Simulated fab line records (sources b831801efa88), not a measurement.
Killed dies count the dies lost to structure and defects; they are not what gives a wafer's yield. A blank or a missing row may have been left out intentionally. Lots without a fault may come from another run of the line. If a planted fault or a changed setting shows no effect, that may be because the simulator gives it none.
Matching of chambers / flow sky130 / SKY_CONTACT_HDPCVD_02 on hdpcvd-02: 3 sister chambers
The step deposits SiO2, target thk 565 nm, time 94.2 s. 16 wafers are shown with their chamber, then 7 later ones without.

== EACH WAFER AND ITS CHAMBER ==
wafer=L560.1; chamber=2; runLengthS (s)=121.6
wafer=L560.3; chamber=1; runLengthS (s)=121.9
wafer=L560.4; chamber=0; runLengthS (s)=122.2
wafer=L563.4; chamber=2; runLengthS (s)=122.0
wafer=L563.5; chamber=1; runLengthS (s)=121.9
wafer=L563.6; chamber=0; runLengthS (s)=121.9
wafer=L564.1; chamber=2; runLengthS (s)=122.1
wafer=L564.3; chamber=1; runLengthS (s)=121.8
wafer=L564.5; chamber=2; runLengthS (s)=122.0
wafer=L565.2; chamber=0; runLengthS (s)=122.2
wafer=L565.5; chamber=2; runLengthS (s)=121.6
wafer=L565.6; chamber=1; runLengthS (s)=122.2
wafer=L567.1; chamber=2; runLengthS (s)=121.6
wafer=L567.4; chamber=2; runLengthS (s)=122.1
wafer=L568.3; chamber=1; runLengthS (s)=121.6
wafer=L568.6; chamber=0; runLengthS (s)=121.6

SIGNATURES, as means of the wafers listed above
reading=runLengthS; chamber 0=121.975; chamber 1=121.880; chamber 2=121.857; scatter within a chamber=0.247
Rule: distance of a wafer from a chamber = root of the sum over the readings of ((wafer's reading minus chamber's mean) / reading's scatter) squared. If the next closest chamber is less than 2 further off than the closest, the wafer can't be placed; otherwise it belongs to the closest. The scatter: take each reading less its chamber's mean, square it, sum over the shown wafers, divide by the number of wafers less the number of chambers, and take the root.

== WAFERS WITHOUT THEIR CHAMBER ==
wafer=L570.4; runLengthS (s)=121.6
wafer=L581.1; runLengthS (s)=122.1
wafer=L581.3; runLengthS (s)=122.2
wafer=L581.4; runLengthS (s)=121.7
wafer=L582.1; runLengthS (s)=122.0
wafer=L582.3; runLengthS (s)=122.2
wafer=L582.5; runLengthS (s)=121.8

== WHICH CHAMBER EACH ONE RAN IN ==
wafer=L570.4; from the rows above=can't be placed: 2 or 1 or 0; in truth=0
wafer=L581.1; from the rows above=can't be placed: 0 or 1 or 2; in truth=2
wafer=L581.3; from the rows above=can't be placed: 0 or 1 or 2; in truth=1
wafer=L581.4; from the rows above=can't be placed: 2 or 1 or 0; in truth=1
wafer=L582.1; from the rows above=can't be placed: 0 or 1 or 2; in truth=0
wafer=L582.3; from the rows above=can't be placed: 0 or 1 or 2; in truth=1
wafer=L582.5; from the rows above=can't be placed: 2 or 1 or 0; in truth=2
Correctly placed: 0 of 7. These rows do not allow placing 7 (true chamber among the candidates in 7). Placed wrongly: 0.
